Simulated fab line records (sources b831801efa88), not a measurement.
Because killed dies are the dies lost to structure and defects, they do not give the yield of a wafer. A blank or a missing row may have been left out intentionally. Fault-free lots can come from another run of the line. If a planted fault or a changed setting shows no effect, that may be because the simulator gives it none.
One fault seen from 2 desks + flow sky130 + each desk has only its own numbers; what lay behind them comes last

== TOOL OWNER'S DESK, litho_track-01 ==
The tool's own readings at SKY_CONTACT_DEVELOP_13 (develop time 60 s): means of the sampled wafers that have a number, for each lot that ran on this tool. A lot is out of limits, marked OUT, if its mean lies more than 4 standard deviations from the usual mean; the brackets give that distance.
Columns: A = developer_temp_C at SKY_CONTACT_DEVELOP_13, usual 21.00 C
| lot  | first seen here | A               |
|------|-----------------|-----------------|
| L708 | day 34 06:00    | 23.02 (+20) OUT |
| L711 | day 36 00:00    | 23.12 (+21) OUT |
| L720 | day 38 06:00    | 20.98           |
This desk finds L708, L711 out of limits, L708 being first, at day 34 06:00 (developer_temp_C at SKY_CONTACT_DEVELOP_13). Within limits: L720.

== FROM THE METROLOGY DESK ==
What the gauges read for every lot (on any tool): the sampled wafers with a number, averaged. A lot is out of limits, marked OUT, if its mean lies more than 4 standard deviations from the usual mean; the brackets give that distance.
Columns: A = CONTACT_CVD_00_THK at SKY_CONTACT_THK_MEAS_01, usual 74.8 nm; B = CONTACT_HDPCVD_THK at SKY_CONTACT_THK_MEAS_03, usual 565 nm; C = CONTACT_BOW at SKY_CONTACT_BOW_MEAS_05, usual 81 um; D = cd_nm at SKY_CONTACT_CD_MEAS_14, usual 170.3 nm
| lot  | first seen here | A    | B   | C  | D     |
|------|-----------------|------|-----|----|-------|
| L708 | day 33 03:29    | 74.4 | 567 | 79 | 172.8 |
| L711 | day 34 21:47    | 75.9 | 566 | 75 | 172.3 |
| L713 | day 35 02:34    | 74.8 | 565 | 80 | 170.3 |
| L718 | day 36 22:54    | 75.0 | 570 | 78 | 168.7 |
| L720 | day 37 04:48    | 73.6 | 564 | 79 | 169.1 |
| L722 | day 37 16:53    | 75.9 | 567 | 81 | 170.0 |
This desk found nothing out of limits on any of the 6 lots.

== TAKEN TOGETHER ==
On L708, L711, at day 34 06:00, an alarm was possible from the tool owner's desk.
The metrology desk saw nothing out of limits.
The metrology desk has L708, L711 on record, within its limits.
SKY_CONTACT_DEVELOP_13 was run on litho_track-01 by each of the lots named.

== WHAT WAS PUT IN BY THE SIMULATOR ==
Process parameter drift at SKY_CONTACT_DEVELOP_13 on litho_track-01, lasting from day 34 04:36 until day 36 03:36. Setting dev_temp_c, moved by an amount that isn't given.
Shown lots that were struck: L708, L711.
How many hours passed from the start of the fault until each desk's first out-of-limits reading: the tool owner's desk, 1.
